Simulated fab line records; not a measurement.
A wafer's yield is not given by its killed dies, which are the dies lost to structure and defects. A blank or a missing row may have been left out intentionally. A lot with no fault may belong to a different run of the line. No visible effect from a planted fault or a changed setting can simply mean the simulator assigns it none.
Comparing a struck lot with a sound one | flow gf180mcu | 28 steps out of a route of 602
Sound: these wafers, L982.2, L982.3, L982.5. Struck: wafers L988.1, L988.3, L988.4. The cause is named last.
At each step with rows: each side's tool, then ch and its chambers, then its first start. Under that, the readings that differ: sound wafers | struck wafers | difference of the means | sigmas: that difference in standard deviations of wafers without a fault.
alike: readings whose means differ by less than 2 such deviations, and words and numbers that are the same on both sides. not compared: withheld readings, readings that some wafer has no value for, bounds like >300 that may hide the same value, and numbers for which the record gives no deviation and whose values overlap.
Wherever a step has rows on one side only, a row that says differs or no value, or a row with sigmas, the two part there. Non-overlapping numbers with no deviation appear without sigmas and do not part them. A reading that every wafer of one side lacks parts them only if that side has two wafers or more.

GF_V2_OVL_MEAS_15:
  sound on overlay-01, day 22 23:58; struck on overlay-01, day 25 09:04
  alike: V2_OVL
then, 6 steps without rows for these wafers: GF_V2_ETCH_16 (etches BARC in N2/H2); GF_V2_ETCH_17 (etches SiO2 in C4F8/O2/Ar, stops on TiN, target depth 630 nm); GF_V2_STRIP_18 (strips in O2/N2); GF_V2_STRIP_19 (strips in post etch residue remover, time 1200 s); GF_V2_CLEAN_20 (cleans in DIW); GF_V2_SPUTTER_21 (material Ti, target thk 15 nm, time 80.02 s).
GF_V2_SPUTTER_22: material TiN, target thk 10 nm, time 40 s.
  sound on pvd_sputter-03, day 23 00:52; struck on pvd_sputter-04, day 25 09:49
  alike: cathode_dc_power_W, chamber_pressure_pa, throttle_valve_pct
then, 1 step without rows for these wafers: GF_V2_CVD_23 (deposits W, target thk 350 nm, time 104.94 s).
GF_V2_RS_MEAS_24: the measuring method here is four-point-probe.
  sound on film_metro-03, day 23 01:02; struck on film_metro-04, day 25 09:58
  alike: V2_W_RS
GF_V2_THK_MEAS_25: measures by xrf.
  sound on film_metro-03, day 23 01:09; struck on film_metro-04, day 25 10:05
  alike: V2_W_THK
then, 1 step without rows for these wafers: GF_V2_CMP_26 (polishes, stops on SiO2, t overpolish 15 s, target thk 0 nm).
GF_M3_SPUTTER_00: material Ti, target thk 37.5 nm, time 150 s.
  sound on pvd_sputter-03, day 23 01:30; struck on pvd_sputter-03, day 25 10:27
  no value came back on the struck wafers for cathode_dc_power_W (W), chamber_pressure_pa (Pa), throttle_valve_pct (%); on the sound wafers cathode_dc_power_W (W) reads 4000.2 3999.1 3999.8
GF_M3_SPUTTER_01: material TiN, target thk 30 nm, time 25 s.
  sound on pvd_sputter-03, day 23 01:36; struck on pvd_sputter-03, day 25 10:33
  alike: cathode_dc_power_W, chamber_pressure_pa, throttle_valve_pct
GF_M3_SPUTTER_02: material AlCu, target thk 450 nm, time 23.9 s.
  sound on pvd_sputter-03, day 23 01:38; struck on pvd_sputter-03, day 25 10:35
  alike: cathode_dc_power_W, chamber_pressure_pa, throttle_valve_pct
GF_M3_SPUTTER_03: material Ti, target thk 10 nm, time 6.7 s.
  sound on pvd_sputter-03, day 23 01:40; struck on pvd_sputter-03, day 25 10:37
  alike: cathode_dc_power_W, chamber_pressure_pa, throttle_valve_pct
GF_M3_SPUTTER_04: material TiN, target thk 50 nm, time 41.7 s.
  sound on pvd_sputter-03, day 23 01:41; struck on pvd_sputter-03, day 25 10:38
  alike: cathode_dc_power_W, chamber_pressure_pa, throttle_valve_pct
then, 7 steps without rows for these wafers: GF_M3_DEHYDRATE_07 (time 60 s); GF_M3_HMDS_08 (prime time 60 s); GF_M3_COAT_09 (resist thk 1000 nm); GF_M3_SOFTBAKE_10 (time 60 s); GF_M3_EXPOSE_11 (exposes mask Metal3, target cd 280 nm); GF_M3_PEB_12 (peb time 90 s); GF_M3_DEVELOP_13 (develop time 60 s).
GF_M3_CD_MEAS_14: target cd 280 nm.
  sound on cd_sem-02, day 23 23:52; struck on cd_sem-02, day 26 07:22
  alike: cd_nm
GF_M3_OVL_MEAS_15:
  sound on overlay-02, day 23 23:58; struck on overlay-01, day 26 07:29
  alike: M3_OVL
GF_M3_METAL_ETCH_16: etches the open film in Cl2/BCl3, stops on SiO2, target depth 627.5 nm, time 104.6 s.
  sound on rie_metal-01 ch 0,1, day 23 23:59; struck on rie_metal-04 ch 0,1, day 26 07:32
  reading               | sound             | struck            | difference | sigmas
  oes_product_au (a.u.) | 0.970 0.975 0.971 | 0.997 0.994 0.991 | +0.022     | +4
  alike: chamber_pressure_mTorr, drypump_motor_current_A, mfc_cl2_sccm, throttle_valve_pct
  not compared: rf_hours_counter_h
then, 1 step without rows for these wafers: GF_M3_STRIP_17 (strips in O2/N2).

== WHERE THEY PART ==
First at GF_M3_SPUTTER_00; last, within this record, at GF_M3_METAL_ETCH_16.

WHY: the cause the simulator had injected
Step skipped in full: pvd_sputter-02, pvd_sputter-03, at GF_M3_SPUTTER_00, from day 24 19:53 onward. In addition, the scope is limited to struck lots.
